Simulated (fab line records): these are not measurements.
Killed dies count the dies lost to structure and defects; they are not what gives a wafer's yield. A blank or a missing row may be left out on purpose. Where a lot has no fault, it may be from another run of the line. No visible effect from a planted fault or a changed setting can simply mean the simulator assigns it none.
fab line records    flow sky130
record lots=6  wafers=18  lastDay=50
route steps=708 shown FIELD_ISO@15
lots that met no fault: taken from a fault-free run of the same line
startH: start of the lot's first displayed wafer, in hours after the record's first day    waitH: hours since the lot's step before    " identical to the entry in the row above    L1.1+2: a single row standing in for several wafers    - no value, or no start given    * or withheld: withheld    < > ~ a bound
route shown NAME@n: NAME is a module with steps in the file, n the number in the route of the first one    usual: mean and standard deviation over wafers with no fault    same: alike in all rows    chamber/n: place in a boat    sites: the reading at each site    _std_site: standard deviation across them    _edge_site: mean of outer sites minus mean of inner sites    radiusMm: for every site, how far away it sits from the centre of the wafer    mask NAME#n: copy n    behind: the last tool/chamber to shape the wafer    hold: cause of the lot's hold/its duration in hours/its outcome    device: names the non-switching transistor (n, p or np)    end of line: the same wafers' tests at the end of the route    where a step has no rows: the recipe by itself    killed: at the first sort, the dies lost to defects and structure; wafer yield is something else    map: a wafer's dies, x killed, . not, _ none there
set.NAME: the run value of the setting; set.NAME@STEP: its run value at that earlier step    model.NAME: the simulator's own value behind a step, which no gauge read
lots seen at some steps along the route; tables by step, rows by wafer
services: the hour from which a tool's chamber was out of use, counted from the record's first day as startH (under 0 if before that day), plus the number of hours and why
## steps
# step SKY_FIELD_ISO_ETCH_14
# recipe chemistry=N2/H2  target=BARC  ionEnergyEv=200  sourceW=500  biasW=100  pressureMtorr=30  n2FlowSccm=100  h2FlowSccm=200  stopOn=SiO2  timeS=45.9  targetDepthA=600
# usual drypumpMotorCurrentA=5.6/0.39  oesProductAu=0.854/0.0046  throttleValvePct=13.225/0.0088
lot.wafer  tool        chamber  startH  waitH  drypumpMotorCurrentA  oesProductAu  rfHoursCounterH  throttleValvePct
L420.3     rieDiel-01  1        55.28   0.1    5.7                   0.850         3                13.240
L420.4     "           2        "       "      5.8                   0.851         122              13.223
L420.6     "           0        "       "      5.5                   0.858         -                13.228
L430.3     rieDiel-04  1        109.01  0.1    5.6                   0.858         91               13.236
L430.5     "           3        "       "      5.2                   0.856         -                13.225
L430.6     "           1        "       "      5.6                   0.864         -                13.237
L431.1     rieDiel-04  1        115.16  0.1    5.7                   0.852         92               13.218
L431.3     "           0        "       "      4.8                   0.855         2                13.247
L431.5     "           1        "       "      5.7                   0.844         -                13.204
L434.4     rieDiel-03  1        130.38  0.0    5.2                   0.844         127              13.229
L434.5     "           2        "       "      5.8                   0.850         -                13.223
L434.6     "           1        "       "      5.1                   0.855         -                13.224
L435.1     rieDiel-04  0        133.38  0.1    4.9                   0.853         2                13.232
L435.3     "           2        "       "      6.4                   0.860         1                13.215
L435.6     "           2        "       "      6.4                   0.851         -                13.207
L437.2     rieDiel-01  1        142.06  0.1    5.7                   0.863         5                13.228
L437.4     "           0        "       "      5.5                   0.853         98               13.212
L437.6     "           2        "       "      5.8                   0.857         -                13.208
# step SKY_FIELD_ISO_ETCH_15
# recipe chemistry=CHF3/O2  targetDepthNm=180  stopOn=Si  sourceW=600  biasW=200  pressureMtorr=40  chf3FlowSccm=50  O2_flow_sccm=5  timeS=72
# usual drypumpMotorCurrentA=5.6/0.39  oesProductAu=0.925/0.0071  throttleValvePct=8.837/0.0087
lot.wafer  tool        chamber  startH  waitH  drypumpMotorCurrentA  oesProductAu  rfHoursCounterH  throttleValvePct
L420.3     rieDiel-01  1        55.32   0.0    5.7                   0.913         3                8.839
L420.4     "           2        "       "      5.8                   0.928         122              8.834
L420.6     "           0        "       "      5.5                   0.923         -                8.840
L430.3     rieDiel-04  1        109.05  0.0    5.6                   0.923         92               8.826
L430.5     "           3        "       "      5.3                   0.925         -                8.843
L430.6     "           1        "       "      5.6                   0.915         -                8.843
L431.1     rieDiel-04  1        115.20  0.0    5.6                   0.931         92               8.822
L431.3     "           0        "       "      4.9                   0.938         2                8.837
L431.5     "           1        "       "      5.6                   0.927         -                8.839
L434.4     rieDiel-03  1        130.43  0.0    5.2                   0.925         127              8.851
L434.5     "           2        "       "      5.8                   0.926         -                8.832
L434.6     "           1        "       "      5.2                   0.935         -                8.840
L435.1     rieDiel-04  0        133.43  0.0    4.9                   0.931         2                8.837
L435.3     "           2        "       "      6.4                   0.919         1                8.840
L435.6     "           2        "       "      6.4                   0.921         -                8.837
L437.2     rieDiel-01  1        142.10  0.0    5.7                   0.920         5                8.830
L437.4     "           0        "       "      5.5                   0.915         98               8.823
L437.6     "           2        "       "      5.9                   0.913         -                8.837
# step SKY_FIELD_ISO_STRIP_16
# recipe chemistry=O2/N2  powerW=1400  pressureMtorr=1500  platenTempC=withheld  o2FlowSccm=3000  n2FlowSccm=300  overashFraction=0.5
# usual drypumpMotorCurrentA=5.7/0.43  oesProductAu=0.378/0.0047  stripTimeToEndpointS=3.56/0.045
lot.wafer  tool            chamber  startH  waitH  drypumpMotorCurrentA  oesProductAu  rfHoursCounterH  stripTimeToEndpointS
L420.3     plasmaAsher-04  0        55.41   0.1    5.9                   0.372         -                3.53
L420.4     "               1        "       "      6.2                   0.378         -                3.51
L420.6     "               1        "       "      6.2                   0.366         -                3.54
L430.3     plasmaAsher-02  1        109.14  0.1    4.9                   0.382         -                3.55
L430.5     "               0        "       "      5.5                   0.371         -                3.54
L430.6     "               1        "       "      4.9                   0.377         -                3.52
L431.1     plasmaAsher-04  0        115.26  0.0    5.9                   0.383         30               3.56
L431.3     "               1        "       "      6.2                   0.375         -                3.51
L431.5     "               1        "       "      6.2                   0.370         -                3.55
L434.4     plasmaAsher-03  1        130.52  0.1    5.3                   0.377         -                3.57
L434.5     "               1        "       "      5.3                   0.375         -                3.59
L434.6     "               0        "       "      5.5                   0.379         -                3.58
L435.1     plasmaAsher-03  0        133.48  0.0    5.5                   0.378         45               3.52
L435.3     "               0        "       "      5.6                   0.383         -                3.61
L435.6     "               0        "       "      5.5                   0.377         -                3.62
L437.2     plasmaAsher-02  0        142.16  0.0    5.5                   0.378         46               3.61
L437.4     "               0        "       "      5.5                   0.376         -                3.59
L437.6     "               1        "       "      4.9                   0.378         -                3.58
# step SKY_FIELD_ISO_ETCH_17
# recipe targetDepthA=3420  maskMaterial=Si3N4  chemistry=HBr/Cl2/O2  target=Si  taperDeg=5  icpW=600  biasW=150  pressureMtorr=15  HBr_flow_sccm=150  Cl2_flow_sccm=40  O2_flow_sccm=6  timeS=97.7
# usual drypumpMotorCurrentA=5.6/0.38  oesProductAu=0.999/0.015  throttleValvePct=25.657/0.013
lot.wafer  tool      chamber  startH  waitH  drypumpMotorCurrentA  oesProductAu  rfHoursCounterH  throttleValvePct
L420.3     rieSi-01  3        55.48   0.0    5.9                   1.020         2                25.626
L420.4     "         0        "       "      5.4                   0.998         116              25.660
L420.6     "         1        "       "      5.6                   0.995         -                25.666
L430.3     rieSi-01  1        109.21  0.0    5.6                   1.000         120              25.641
L430.5     "         2        "       "      5.2                   1.005         -                25.641
L430.6     "         3        "       "      5.9                   1.016         -                25.658
L431.1     rieSi-01  1        115.36  0.1    5.6                   1.003         120              25.652
L431.3     "         0        "       "      5.4                   0.988         116              25.671
L431.5     "         0        "       "      5.4                   0.995         -                25.667
L434.4     rieSi-02  1        130.58  0.0    6.4                   0.989         0                25.678
L434.5     "         0        "       "      5.5                   0.994         -                25.674
L434.6     "         1        "       "      6.4                   0.976         -                25.677
L435.1     rieSi-01  2        133.58  0.1    5.2                   1.007         102              25.644
L435.3     "         3        "       "      6.0                   1.022         2                25.641
L435.6     "         0        "       "      5.4                   0.988         -                25.654
L437.2     rieSi-01  2        142.26  0.1    5.1                   1.020         102              25.632
L437.4     "         0        "       "      5.4                   0.989         117              25.662
L437.6     "         2        "       "      5.2                   1.006         -                25.637
# step SKY_FIELD_ISO_WET_ETCH_18
# recipe chemistry=H3PO4  targetDepthNm=25  tempC=160  target=Si3N4  timeS=286
# step SKY_FIELD_ISO_CLEAN_19
# recipe chemistry=SC1/SC2  mix=1:4:20  tempC=70  timeS=150
# step SKY_FIELD_ISO_CLEAN_20
# recipe chemistry=dHF  timeS=20  dilution=100:1
# step SKY_FIELD_ISO_WET_ETCH_21
# recipe chemistry=dHF  dilution=100:1  targetDepthNm=20  dry=ipaMarangoni  target=SiO2  tempC=25  timeS=400
# step SKY_FIELD_ISO_OXIDATION_22
# recipe tempC=950  ambient=O2  stabiliseS=600  purgeS=300  targetThkA=100  oxTimeS=623
# step SKY_FIELD_ISO_THK_MEAS_23
# recipe reads=SiO2_of_FIELD_ISO_OXIDATION_22
# usual FIELD_ISO_OXIDATION_01_THK=9.94/0.13
lot.wafer  tool          chamber  startH  waitH  FIELD_ISO_OXIDATION_01_THK[nm]
L420.3     filmMetro-01  -        57.64   0.0    10.12
L420.4     "             -        "       "      10.14
L420.6     "             -        "       "      9.94
L430.3     filmMetro-01  -        110.92  0.0    9.86
L430.5     "             -        "       "      9.77
L430.6     "             -        "       "      9.97
L431.1     filmMetro-02  -        116.88  0.0    10.02
L431.3     "             -        "       "      10.02
L431.5     "             -        "       "      9.94
L434.4     filmMetro-02  -        133.20  0.0    9.88
L434.5     "             -        "       "      9.98
L434.6     "             -        "       "      9.89
L435.1     filmMetro-01  -        135.19  0.0    9.88
L435.3     "             -        "       "      9.68
L435.6     "             -        "       "      9.87
L437.2     filmMetro-02  -        144.16  0.0    9.92
L437.4     "             -        "       "      10.04
L437.6     "             -        "       "      10.06
# step SKY_FIELD_ISO_CVD_24
# recipe material=SiO2  targetThkNm=595  tempC=650  sigmaOpenFrac=0.3  timeS=99.2  sih4FlowSccm=60  pressureMtorr=6
# step SKY_FIELD_ISO_THK_MEAS_25
# recipe reads=SiO2_of_FIELD_ISO_CVD_24
# usual FIELD_ISO_CVD_24_THK=593/7.1
lot.wafer  tool          chamber  startH  waitH  FIELD_ISO_CVD_24_THK[nm]
L420.3     filmMetro-01  -        57.77   0.1    590
L420.4     "             -        "       "      585
L420.6     "             -        "       "      586
L430.3     filmMetro-02  -        111.05  0.1    597
L430.5     "             -        "       "      597
L430.6     "             -        "       "      591
L431.1     filmMetro-01  -        117.01  0.0    593
L431.3     "             -        "       "      588
L431.5     "             -        "       "      596
L434.4     filmMetro-01  -        133.33  0.0    582
L434.5     "             -        "       "      602
L434.6     "             -        "       "      595
L435.1     filmMetro-02  -        135.32  0.0    577
L435.3     "             -        "       "      595
L435.6     "             -        "       "      583
L437.2     filmMetro-03  -        144.29  0.0    581
L437.4     "             -        "       "      594
L437.6     "             -        "       "      583
# step SKY_FIELD_ISO_ANNEAL_26
# recipe tempC=1000  timeS=1800  ambient=N2
# usual spikeTcBottomC=1018.7/1  spikeTcCentreC=1000.9/1.1  zonePowerTopPct=45/7.6
lot.wafer  tool        chamber  startH  waitH  spikeTcBottomC  spikeTcCentreC  zonePowerTopPct
L420.3     furnace-01  0        62.87   5.1    1018.9          1000.0          35
L420.4     "           0        "       "      1018.6          1000.9          35
L420.6     "           0        "       "      1017.9          1001.9          34
L430.3     furnace-01  -        111.09  0.0    -               -               -
L430.5     "           -        "       "      -               -               -
L430.6     "           -        "       "      -               -               -
L431.1     furnace-01  -        117.07  0.1    -               -               -
L431.3     "           -        "       "      -               -               -
L431.5     "           -        "       "      -               -               -
L434.4     furnace-01  0        133.36  0.0    1018.9          1000.6          35
L434.5     "           0        "       "      1020.0          1001.1          35
L434.6     "           0        "       "      1020.8          1000.7          35
L435.1     furnace-02  0        135.38  0.1    1018.2          1002.7          51
L435.3     "           0        "       "      1018.8          1001.3          50
L435.6     "           0        "       "      1017.7          1001.9          51
L437.2     furnace-02  0        145.50  1.2    1019.1          1001.5          50
L437.4     "           0        "       "      1018.6          1000.8          51
L437.6     "           0        "       "      1020.0          1000.1          51
# step SKY_FIELD_ISO_CMP_27
# recipe stopOn=Si3N4  tOverpolishS=16  downForcePsi=4  platenRpm=60  targetThkNm=457.8  padVelocityMS=0.94248
# usual motorCurrentA=11.5/0.78  overpolishRunS=16.001/0.0089  timeToEndpointS=110/4.1
lot.wafer  tool    chamber  startH  waitH  motorCurrentA  overpolishRunS  timeToEndpointS
L420.4     cmp-02  2        64.75   0.4    10.2           15.995          103
L420.3     "       1        "       "      11.0           16.007          107
L420.6     "       3        "       "      11.4           15.999          104
L430.3     cmp-02  1        112.59  0.0    11.3           15.998          115
L430.5     "       1        "       "      11.2           16.010          110
L430.6     "       2        "       "      10.9           16.014          113
L431.1     cmp-02  0        118.62  0.1    12.1           16.007          106
L431.3     "       2        "       "      10.5           16.006          111
L431.5     "       0        "       "      13.1           15.993          108
L434.4     cmp-02  2        134.91  0.1    10.4           16.001          112
L434.5     "       1        "       "      11.4           15.995          113
L434.6     "       2        "       "      10.3           16.011          113
L435.3     cmp-02  0        136.98  0.1    11.8           16.002          108
L435.1     "       1        "       "      11.2           16.012          108
L435.6     "       2        "       "      10.3           15.998          113
L437.2     cmp-02  1        147.00  0.0    10.8           16.001          108
L437.4     "       0        "       "      12.9           16.005          109
L437.6     "       1        "       "      11.4           16.001          106
## services
tool            chamber  startH  hours  kind
cmp-02          -        43.04   3.6    repair
rieSi-02        0        44.39   -      clean
rieSi-02        0        44.39   15.8   scheduledDown
rieSi-02        0        44.39   15.8   ventCycle
plasmaAsher-03  -        44.88   9.9    repair
plasmaAsher-02  -        52.89   3.3    repair
rieDiel-04      3        63.44   -      clean
rieDiel-04      3        63.44   16.7   scheduledDown
rieDiel-04      3        63.44   16.7   ventCycle
rieDiel-01      0        69.83   2.0    repair
furnace-01      -        82.57   4.3    pm
rieDiel-04      2        87.63   -      clean
rieDiel-04      2        87.63   21.9   scheduledDown
rieDiel-04      2        87.63   21.9   ventCycle
rieSi-02        1        95.45   8.2    repair
rieDiel-01      3        98.08   3.7    repair
rieSi-02        1        103.67  -      clean
rieSi-02        1        103.67  26.8   scheduledDown
rieSi-02        1        103.67  26.8   ventCycle
cmp-02          -        105.71  0.6    repair
plasmaAsher-04  -        122.35  0.3    repair
plasmaAsher-04  -        137.19  0.7    repair
cmp-02          -        141.76  2.9    pm
rieDiel-03      1        141.96  1.3    repair
## key
firstSign step=SKY_FIELD_ISO_ANNEAL_26  reading=toolRecord  direction=missing
effect none on later readings
metAt SKY_FIELD_ISO_ANNEAL_26
struckWafers L430.3,L430.5,L430.6,L431.1,L431.3,L431.5
laterRowsLeftOut L430.3,L430.5,L430.6,L431.1,L431.3,L431.5
sortLeftOut L430.3,L430.5,L430.6,L431.1,L431.3,L431.5
testerLeftOut L430,L431
onsetBetween 62.87 111.09
fault kind=skippedStepWhole  tool=furnace-01  chamber=-  onsetH=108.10  steps=SKY_FIELD_ISO_ANNEAL_26  scope=struckLotsOnly
# testerLeftOut: of these lots the tester's yield and bins aren't shown, on N5 and GAA mostly nor the transistor test; their killed dies are dies lost to structure and defects alone, not to doping, threshold or leakage, so they don't give the yield
# sortLeftOut: the simulated sort isn't trusted on such a fault, so these wafers' sort isn't shown, and their yield isn't known
# laterRowsLeftOut: the simulator's readings of these wafers behind a module that went badly wrong aren't trusted and aren't shown, but for the sort
